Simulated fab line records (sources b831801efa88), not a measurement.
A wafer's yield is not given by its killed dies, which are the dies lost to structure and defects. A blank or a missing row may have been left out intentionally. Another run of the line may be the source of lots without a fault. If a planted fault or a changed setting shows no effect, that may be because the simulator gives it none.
8D (eight disciplines) problem report, filled in by code    flow sky130    the parts of the form that need people (team, actions taken, sign-off) are left out

== 1. PROBLEM STATEMENT ==
Wafers free of any fault read 624.1 ohm/sq (standard deviation 1.3) for NWELL_RS at SKY_NWELL_RS_MEAS_29, against a mean of 635.2 ohm/sq on 6 wafers of 2 lots. Relative to the usual mean, that is a shift of +8.5 standard deviations.
The step: measures by four-point-probe.
First seen on wafer L547.3, day 8 18:56, on filmMetro-01. Wafers with a number at this step in the record: 39, from 13 lots. Rule for "out", or "out of limits": more than 4 standard deviations from the usual mean. Any other wafer with a number is counted as sound.

== 2. WHAT IT IS; WHAT IT IS NOT ==
question                     is                          is not
which readings at this step  NWELL_RS                    -
which lots                   L547, L550                  L533, L535, L538, L539, L540, L541, L543, L544, L545, L548, L554
which wafers of those lots   all that have a number      -
read on which gauges         filmMetro-01, filmMetro-04  filmMetro-03
when                         from day 8 18:56            up to then (27 sound wafers); but 6 sound wafers of L548, L554 came after

== 3. WHAT RULES OUT EACH SUSPECT ==
Counting: a tool at a process step up to the reading stays a suspect if it ran every lot that is out and no sound lot after the first of them.
- the gauge at SKY_NWELL_RS_MEAS_29 is ruled out. The wafers that are out were read on 2 gauges (filmMetro-01, filmMetro-04).
- implanter-02 at SKY_NWELL_IMPLANT_11: kept. It ran every lot that is out, first L547 (day 7 21:17), and no sound lot after that; its last sound lot up to then is L545 (day 7 10:39). Its own readings are out on those wafers: doseIonsCm2.
After counting, what remains is implanter-02 at SKY_NWELL_IMPLANT_11.

== 4. THE CAUSE (what the simulator had put in) ==
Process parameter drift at SKY_NWELL_IMPLANT_11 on implanter-02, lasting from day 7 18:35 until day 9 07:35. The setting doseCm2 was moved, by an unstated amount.
Only this tool survived the counting.

== 5. THE EFFECT CHAIN, in route order ==
One row per reading whose mean, taken over the struck wafers that have a number, lies over 3 standard deviations from the usual. Only readings whose record carries a usual standard deviation are examined. hours: median over the lots of the time between each lot's start at the first step of this table that gives one and its start at this step. sigmas: the change, counted in usual standard deviations.
hours  step                  reading      usual         on struck wafers  change    sigmas
0      SKY_NWELL_IMPLANT_11  doseIonsCm2  1.9e+13       1.8e+13           -6.1e+11  -28
22     SKY_NWELL_RS_MEAS_29  NWELL_RS     624.1 ohm/sq  635.2             +11.1     +8.5
Process steps it contains:
- SKY_NWELL_IMPLANT_11

== 6. WHAT WOULD HAVE CAUGHT IT SOONER ==
In this record the first reading out of limits at a measuring or inspecting step was taken at day 8 18:56, 24 hours after the fault began at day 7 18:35.
Tool's own readings at SKY_NWELL_IMPLANT_11, doseIonsCm2: out on all struck wafers the step has rows for; an alarm limit on them would have tripped on the first.
By day 8 18:56, every lot that is out (2) had started SKY_NWELL_IMPLANT_11 on implanter-02. A hold on the tool at that time would have spared none of them.
